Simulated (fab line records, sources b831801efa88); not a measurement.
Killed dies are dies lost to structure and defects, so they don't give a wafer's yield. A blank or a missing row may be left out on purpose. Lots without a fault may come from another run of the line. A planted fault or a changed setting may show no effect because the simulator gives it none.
Problem report in the 8D (eight disciplines) form, filled by code | flow sky130 | the parts of the form that need people (team, actions taken, sign-off) are left out

1. THE PROBLEM
end_station_pressure_torr at SKY_LDD_N_IMPLANT_08 reads a mean of 1.11e-04 Torr on 6 wafers of 2 lots; wafers without a fault read 5.36e-06 Torr with a standard deviation of 2.8e-07. That is +99 or more standard deviations from the usual mean.
First seen on wafer L638.4, day 23 03:34, on implanter-01. The record holds 36 wafers of 12 lots with a number at this step. Rule for "out", or "out of limits": more than 4 standard deviations from the usual mean. The other wafers with a number count as sound.

2. WHAT IT IS AND WHAT IT IS NOT
question                    | is                                                       | is not
which readings at this step | end_station_pressure_torr, beam_on_s, faraday_current_uA | -
which lots                  | L638, L640                                               | L624, L625, L627, L631, L633, L643, L644, L645, L646, L647
which wafers of those lots  | all that have a number                                   | -
read on which tools         | implanter-01                                             | implanter-02, implanter-04
when                        | from day 23 03:34                                        | up to then (15 sound wafers); but 15 sound wafers of L643, L644, L645, L646, L647 came after

3. SUSPECTS, AND WHAT RULES EACH OUT
Counting: a tool at a process step up to the reading stays a suspect if it ran every lot that is out and no sound lot after the first of them.
- implanter-01 at SKY_LDD_N_IMPLANT_08: kept. It ran every lot that is out, first L638 (day 23 03:34), and no sound lot after that; its last sound lot up to then is L627 (day 18 19:56). Its own readings are out on those wafers: beam_on_s, end_station_pressure_torr, faraday_current_uA.
Left after counting: implanter-01 at SKY_LDD_N_IMPLANT_08.

4. THE CAUSE (what the simulator had put in)
Process parameter drift: implanter-01, from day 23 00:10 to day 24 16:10, at SKY_LDD_N_IMPLANT_08. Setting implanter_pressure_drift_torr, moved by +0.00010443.
Process parameter drift: implanter-01, from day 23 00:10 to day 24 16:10, at SKY_LDD_N_IMPLANT_08. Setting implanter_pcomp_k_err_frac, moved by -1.
Counting left only this tool.

5. THE CHAIN OF EFFECTS, in route order
Each row: a reading whose mean over the struck wafers that have a number lies more than 3 standard deviations from the usual. Only readings for which the record gives a usual standard deviation are gone through. hours: the time from each lot's start at the first step in this table that gives one to its start at this step, as a median over the lots. sigmas: the change in usual standard deviations.
hours | step                 | reading                   | usual         | on struck wafers | change    | sigmas
0     | SKY_LDD_N_IMPLANT_08 | beam_on_s                 | 10.00 s       | 12.45            | +2.45     | +14
0     | SKY_LDD_N_IMPLANT_08 | end_station_pressure_torr | 5.36e-06 Torr | 1.11e-04         | +1.05e-04 | +99 or more
0     | SKY_LDD_N_IMPLANT_08 | faraday_current_uA        | 423           | 343              | -80       | -11
1     | SKY_LDD_N_STRIP_16   | strip_time_to_endpoint_s  | 4.320 s       | 4.372            | +0.052    | +3.5
The process steps in it:
- SKY_LDD_N_IMPLANT_08
- SKY_LDD_N_STRIP_16: strips in O2/N2.
Later measuring or inspecting steps at which every struck wafer that the step has a row for has a number for every such reading, and none has moved that far: SKY_LDD_HVP_OVL_MEAS_07, SKY_LI_CONTACT_CD_MEAS_12.

6. WHAT WOULD HAVE CAUGHT IT SOONER
In this record the first reading out of limits was taken at day 23 03:34, 3 hours after the fault began at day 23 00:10.
